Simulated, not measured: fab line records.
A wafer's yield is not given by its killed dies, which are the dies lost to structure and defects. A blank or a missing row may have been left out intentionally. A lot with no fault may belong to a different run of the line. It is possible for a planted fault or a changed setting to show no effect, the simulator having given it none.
A struck lot beside a sound one ; flow sfq line ; 14 out of 325 route steps
Sound: wafers L256.2, L256.4, L256.6. Struck: wafer L246.6 (left out: L246.3, L246.5 of the same lot, which were not struck); the cause appears at the end.
At each step with rows: each side's tool, then ch and its chambers, then its first start. Under that, the readings that differ: sound wafers ; struck wafers ; difference of the means ; sigmas: that difference in standard deviations of wafers without a fault.
alike: words and numbers the same on both sides, and readings whose means are apart by under 2 such deviations; not compared: readings that were withheld, readings missing a value for some wafer, numbers with overlapping values and no deviation given by the record, and bounds like >300 which may hide the same value.
Wherever a step has rows on one side only, a row that says differs or no value, or a row with sigmas, the two part there. When numbers do not overlap yet have no deviation, they are printed without sigmas and do not part them. A reading that every wafer of one side lacks parts them only if that side has two wafers or more.

first, 2 steps without rows for these wafers: SFQ_TRILAYER_C5_STRIP_SOLV_CLEAN_156 (cleans in NMP, time 600 s); SFQ_TRILAYER_M6_DEP_PRE_CLEAN_158 (time 22.5 s).
SFQ_TRILAYER_M6_DEP_SPUTTER_157: material Nb, target thk 200 nm, time 133.3 s.
  sound: pvd sputter-06 at day 70 00:12; struck: pvd sputter-06 at day 53 14:45
  alike: throttle valve pct
SFQ_M6_RS_MEAS_938: the measuring method here is four-point-probe.
  sound: film metro-03 at day 70 00:19; struck: film metro-03 at day 53 14:53
  alike: M6_NB_RS
then, 6 steps without rows for these wafers: SFQ_TRILAYER_M6_LITHO_COAT_164 (resist thk 62 nm); SFQ_TRILAYER_M6_LITHO_COAT_159 (resist thk 600 nm); SFQ_TRILAYER_M6_LITHO_SOFTBAKE_163; SFQ_TRILAYER_M6_LITHO_EXPOSE_160 (exposes mask M6, target cd 500 nm); SFQ_TRILAYER_M6_LITHO_PEB_162 (peb time 60 s); SFQ_TRILAYER_M6_LITHO_DEVELOP_161 (time 60 s).
-- the record jumps here: 5 days lie between the struck wafers' starts before and after --
SFQ_M6_OVL_MEAS_940:
  sound: overlay-01 at day 73 00:36; struck: overlay-02 at day 58 18:43
  alike: M6_OVL
SFQ_TRILAYER_M6_BARC_OPEN_METAL_ETCH_206: etches BARC in O2, target depth 125 nm, time 41.7 s.
  sound on rie metal-02 ch 0, day 73 00:38; struck on rie metal-04 ch 1, day 58 18:46
reading;sound;struck;difference;sigmas
oes product au (a.u.);0.679 0.692 0.681;0.750;+0.066;+14
run length s (s);70.4 70.7 70.3;65.4;-5.1;-7
model.KrF_of_TRILAYER_M6_LITHO_COAT_159.thk nm (nm);520.8 519.6 520.3;532.5;+12.3;
  alike: drypump motor current A
  not compared: rf hours counter h
SFQ_TRILAYER_M6_ETCH_METAL_ETCH_162: etches Nb in Cl2/Ar, stops on SiO2, target depth 240 nm, time 120 s.
  sound on rie metal-02 ch 0, day 73 00:41; struck on rie metal-04 ch 1, day 58 18:50
reading;sound;struck;difference;sigmas
model.KrF_of_TRILAYER_M6_LITHO_COAT_159.thk nm (nm);376.6 375.8 377.5;391.9;+15.3;
  alike: drypump motor current A, oes product au, run length s
  not compared: rf hours counter h
SFQ_TRILAYER_M6_STRIP_STRIP_163: strips in O2.
  sound on rie metal-02 ch 0, day 73 00:49; struck on rie metal-04 ch 1, day 58 19:07
  alike: drypump motor current A, oes product au
  not compared: rf hours counter h

## WHERE THEY PART
Only at SFQ_TRILAYER_M6_BARC_OPEN_METAL_ETCH_206, as far as this record shows. Later steps at which nothing parts them and some readings are alike: SFQ_TRILAYER_M6_ETCH_METAL_ETCH_162, SFQ_TRILAYER_M6_STRIP_STRIP_163.

WHY: what the simulator had put in
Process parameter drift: rie metal-04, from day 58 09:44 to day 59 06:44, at SFQ_TRILAYER_M6_BARC_OPEN_METAL_ETCH_206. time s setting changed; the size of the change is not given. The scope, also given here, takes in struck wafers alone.
